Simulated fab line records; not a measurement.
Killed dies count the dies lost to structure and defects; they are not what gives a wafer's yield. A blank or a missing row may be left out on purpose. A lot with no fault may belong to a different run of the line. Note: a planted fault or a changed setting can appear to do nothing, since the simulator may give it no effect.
Which tool did it?    flow gf180mcu    24 lots, 72 wafers sampled, at 2 steps of a route of 602

## WHAT THE GAUGES SHOWED, per wafer
GF_CONTACT_BOW_MEAS_05. Usual: CONTACT_BOW 65 um, standard deviation 7.
lot   measured      on            CONTACT_BOW (um)  flag
L074  day 15 07:41  filmMetro-04  50 55 71          
L075  day 15 16:13  filmMetro-03  67 65 63          
L076  day 15 20:55  filmMetro-02  72 60 61          
L077  day 16 05:23  filmMetro-03  60 61 61          
L078  day 16 16:29  filmMetro-04  81 76 58          
L079  day 16 20:22  filmMetro-03  52 58 68          
L080  day 17 05:28  filmMetro-02  73 66 73          
L081  day 17 17:48  filmMetro-03  65 71 64          
L082  day 18 03:04  filmMetro-03  83 76 78          
L083  day 18 07:26  filmMetro-04  55 52 59          
L084  day 19 01:26  filmMetro-03  61 56 67          
L085  day 19 08:44  filmMetro-02  57 57 74          
L086  day 19 16:02  filmMetro-02  63 69 73          
L087  day 19 23:21  filmMetro-02  59 66 68          
L088  day 20 10:57  filmMetro-04  61 58 64          
L089  day 20 17:51  filmMetro-03  68 69 70          
L090  day 20 22:47  filmMetro-02  59 62 69          
L091  day 21 08:44  filmMetro-02  56 76 67          
L092  day 21 17:23  filmMetro-04  64 61 64          
L093  day 21 23:49  filmMetro-04  59 56 63          
L094  day 22 13:54  filmMetro-03  68 65 67          
L095  day 22 21:13  filmMetro-02  66 65 70          
L096  day 23 09:45  filmMetro-03  73 62 76          
L097  day 23 17:56  filmMetro-04  68 61 67          

## WHICH TOOL RAN EACH LOT (tool, then ch and the chambers of the sampled wafers, then the start)
lot   GF_VT_IMPLANT_RTA_45
L074  rtpAnneal-02 ch 0, day 7 15:02
L075  rtpAnneal-01 ch 0, day 7 22:27
L076  rtpAnneal-02 ch 0, day 8 00:37
L077  rtpAnneal-01 ch 0, day 8 09:47
L078  rtpAnneal-02 ch 0, day 8 18:01
L079  rtpAnneal-01 ch 0, day 8 20:22
L080  rtpAnneal-01 ch 0, day 9 05:43
L081  rtpAnneal-02 ch 0, day 9 12:13
L082  rtpAnneal-02 ch 0, day 9 20:32
L083  rtpAnneal-02 ch 0, day 10 02:17
L084  rtpAnneal-02 ch 0, day 10 12:53
L085  rtpAnneal-02 ch 0, day 10 17:56
L086  rtpAnneal-02 ch 0, day 11 00:41
L087  rtpAnneal-02 ch 0, day 11 04:10
L088  rtpAnneal-02 ch 0, day 11 12:49
L089  rtpAnneal-02 ch 0, day 11 18:01
L090  rtpAnneal-01 ch 0, day 11 22:37
L091  rtpAnneal-01 ch 0, day 12 07:28
L092  rtpAnneal-02 ch 0, day 12 15:07
L093  rtpAnneal-01 ch 0, day 12 21:16
L094  rtpAnneal-01 ch 0, day 13 06:55
L095  rtpAnneal-02 ch 0, day 13 18:08
L096  rtpAnneal-01 ch 0, day 14 03:05
L097  rtpAnneal-01 ch 0, day 14 09:26
- GF_VT_IMPLANT_RTA_45: time 30 s.

## WHAT THE TOOLS THEMSELVES READ (means of the sampled wafers that have a number; where no wafer has one, the mark that the record gives instead)
GF_VT_IMPLANT_RTA_45. Usual: annealTempCMax 1056.1, standard deviation 1.5; lampPowerPct 35 %, standard deviation 3.1; wafer_temp_C_max 1055.8, standard deviation 2.4.
lot   tool          annealTempCMax  lampPowerPct (%)  wafer_temp_C_max  flag
L074  rtpAnneal-02  1055.0          33                1053.5            
L075  rtpAnneal-01  1056.9          39                1058.0            
L076  rtpAnneal-02  1055.6          33                1053.7            
L077  rtpAnneal-01  1056.9          39                1056.9            
L078  rtpAnneal-02  1054.9          33                1054.1            
L079  rtpAnneal-01  1056.5          39                1057.5            
L080  rtpAnneal-01  1057.3          39                1059.6            
L081  rtpAnneal-02  1055.1          33                1054.6            
L082  rtpAnneal-02  1055.2          33                1055.1            
L083  rtpAnneal-02  1055.4          33                1054.2            
L084  rtpAnneal-02  1055.2          33                1053.3            
L085  rtpAnneal-02  1055.0          33                1053.8            
L086  rtpAnneal-02  1055.7          33                1054.4            
L087  rtpAnneal-02  1055.0          33                1054.8            
L088  rtpAnneal-02  1055.0          33                1053.6            
L089  rtpAnneal-02  1054.9          33                1053.7            
L090  rtpAnneal-01  1056.7          39                1057.8            
L091  rtpAnneal-01  1058.4          39                1059.0            
L092  rtpAnneal-02  1055.6          33                1054.5            
L093  rtpAnneal-01  1057.5          39                1058.2            
L094  rtpAnneal-01  1057.7          39                1059.1            
L095  rtpAnneal-02  1055.3          33                1053.4            
L096  rtpAnneal-01  1058.9          39                1058.5            
L097  rtpAnneal-01  1058.0          39                1058.4            

## THE ANSWER, worked out from the rows above alone
Rule: a lot is off if the mean of its wafers that have a number lies more than 3 standard deviations from the usual mean. A lot without any number at a reading at which 4 lots or more have one is off too. Any other lot the step has rows for is counted as sound. The gauges are gone through in route order, then the tools' own readings, and for those a lot's mean is taken as printed above. The first step at which some lot is off is used, and at that step the reading that is off furthest; a lot without a number counts as furthest.
No lot is off at any reading shown: from this, nothing can be told.

## WHAT HAD BEEN PUT IN BY THE SIMULATOR
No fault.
